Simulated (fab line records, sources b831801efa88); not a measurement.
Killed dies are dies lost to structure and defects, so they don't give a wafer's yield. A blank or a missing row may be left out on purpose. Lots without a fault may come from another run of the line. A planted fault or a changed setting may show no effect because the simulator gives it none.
Problem report in the 8D (eight disciplines) form, filled by code | flow sky130 | the parts of the form that need people (team, actions taken, sign-off) are left out

1. THE PROBLEM
VT_ADJUST_NCORE_TW at SKY_VT_ADJUST_NCORE_TW_MEAS_11 reads a mean of 153.8 on 6 wafers of 2 lots; wafers without a fault read 221.1 with a standard deviation of 2.6. That is -26 standard deviations from the usual mean.
First seen on wafer L278.1, day 13 07:52, on film_metro-01. The record holds 36 wafers of 12 lots with a number at this step. Rule for "out", or "out of limits": more than 4 standard deviations from the usual mean. The other wafers with a number count as sound.

2. WHAT IT IS AND WHAT IT IS NOT
question                    | is                           | is not
which readings at this step | VT_ADJUST_NCORE_TW           | -
which lots                  | L278, L281                   | L262, L263, L268, L269, L270, L272, L273, L274, L277, L285
which wafers of those lots  | all that have a number       | -
read on which gauges        | film_metro-01, film_metro-03 | -
when                        | from day 13 07:52            | up to then (27 sound wafers); but 3 sound wafers of L285 came after

3. SUSPECTS, AND WHAT RULES EACH OUT
Counting: a tool at a process step up to the reading stays a suspect if it ran every lot that is out and no sound lot after the first of them.
- the gauge at SKY_VT_ADJUST_NCORE_TW_MEAS_11: ruled out. The wafers that are out were read on 2 gauges (film_metro-01, film_metro-03).
- implanter-03 at SKY_VT_ADJUST_NCORE_IMPLANT_09: kept. It ran every lot that is out, first L278 (day 13 07:37), and no sound lot after that; its last sound lot up to then is L273 (day 11 19:09). Its own readings are out on those wafers: dose_ions_cm2, faraday_current_uA.
Left after counting: implanter-03 at SKY_VT_ADJUST_NCORE_IMPLANT_09.

4. THE CAUSE (what the simulator had put in)
Process parameter drift: implanter-03, from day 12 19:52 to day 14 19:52, at SKY_VT_ADJUST_NCORE_IMPLANT_09. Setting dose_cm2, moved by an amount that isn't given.
Counting left only this tool.

5. THE CHAIN OF EFFECTS, in route order
Each row: a reading whose mean over the struck wafers that have a number lies more than 3 standard deviations from the usual. Only readings for which the record gives a usual standard deviation are gone through. hours: the time from each lot's start at the first step in this table that gives one to its start at this step, as a median over the lots. sigmas: the change in usual standard deviations.
hours | step                           | reading            | usual      | on struck wafers | change      | sigmas
0     | SKY_VT_ADJUST_NCORE_IMPLANT_09 | dose_ions_cm2      | 2.4001e+12 | 6.1413e+11       | -1.7860e+12 | -99 or more
0     | SKY_VT_ADJUST_NCORE_IMPLANT_09 | faraday_current_uA | 13.53      | 3.42             | -10.11      | -40
0     | SKY_VT_ADJUST_NCORE_TW_MEAS_11 | VT_ADJUST_NCORE_TW | 221.1      | 153.8            | -67.3       | -26
The process steps in it:
- SKY_VT_ADJUST_NCORE_IMPLANT_09
Later measuring or inspecting steps at which every struck wafer that the step has a row for has a number for every such reading, and none has moved that far: SKY_VT_ADJUST_PCH_OVL_MEAS_07.

6. WHAT WOULD HAVE CAUGHT IT SOONER
In this record the first reading out of limits at a measuring or inspecting step was taken at day 13 07:52, 12 hours after the fault began at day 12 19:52.
The tool's own readings at SKY_VT_ADJUST_NCORE_IMPLANT_09 were out on every struck wafer that the step has a row for (dose_ions_cm2, faraday_current_uA): an alarm limit on them would have fired on the first of those.
Of the lots that are out (2), L281 began SKY_VT_ADJUST_NCORE_IMPLANT_09 on implanter-03 after day 13 07:52. A hold on the tool at that time would have spared it.
